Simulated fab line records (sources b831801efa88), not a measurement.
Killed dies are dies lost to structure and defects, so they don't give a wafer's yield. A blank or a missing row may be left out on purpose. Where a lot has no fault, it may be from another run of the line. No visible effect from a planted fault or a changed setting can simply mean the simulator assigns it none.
2 desks, one fault -- flow sky130 -- each desk has only its own numbers; what lay behind them comes last

== METROLOGY DESK ==
Lot by lot, what the gauges showed, no matter which tool ran the lot: averages of those sampled wafers that carry a number. Marked OUT: a lot whose mean sits more than 4 standard deviations from the usual mean, which makes it out of limits; the brackets give that distance.
Columns: A = cd_nm at SKY_SD_P_CD_MEAS_07, usual 379.4 nm
lot,first seen here,A
L776,day 25 21:35,378.9
L775,day 26 01:16,381.6
L777,day 26 08:46,377.1
L778,day 26 11:01,378.7
L779,day 26 19:02,380.3
L783,day 30 04:16,378.6
L786,day 31 04:04,377.6
L790,day 31 18:22,377.4
L793,day 32 02:29,381.4
L792,day 32 04:14,380.4
L797,day 32 19:29,378.8
This desk found nothing out of limits on any of the 11 lots.

== TOOL OWNER'S DESK, cvd_w-01 ==
The tool's own readings at SKY_LI_CONTACT_CVD_21 (deposits W, target thk 400 nm, time 120.56 s): means of the sampled wafers that have a number, for each lot that ran on this tool. Marked OUT: a lot whose mean sits more than 4 standard deviations from the usual mean, which makes it out of limits; the brackets give that distance.
Columns: A = chamber_pressure_Torr at SKY_LI_CONTACT_CVD_21, usual 39.98 Torr; B = heater_power_w at SKY_LI_CONTACT_CVD_21, usual 820 W
lot,first seen here,A,B
L776,day 29 15:19,40.05,831
L777,day 30 01:01,39.98,908
L783,day 33 16:54,39.13 (-11) OUT,830
L786,day 34 15:45,39.06 (-12) OUT,840
This desk's verdict: out of limits on L783, L786, starting with L783 at day 33 16:54 (chamber_pressure_Torr at SKY_LI_CONTACT_CVD_21). In limits: L776, L777.

== ALL TOGETHER ==
An alarm could have come from the tool owner's desk at day 33 16:54, on L783, L786.
The metrology desk saw nothing out of limits.
The metrology desk holds a record of L783, L786, inside its limits.
Of the lots named, all ran SKY_LI_CONTACT_CVD_21 on cvd_w-01.

== WHAT THE SIMULATOR HAD PUT IN ==
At SKY_LI_CONTACT_CVD_21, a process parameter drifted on cvd_w-01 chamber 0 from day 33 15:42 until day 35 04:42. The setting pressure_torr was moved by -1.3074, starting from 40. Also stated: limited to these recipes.
Lots struck among those shown: L783, L786.
Time in hours from fault onset to the first out-of-limits reading at each desk: the tool owner's desk, 1.
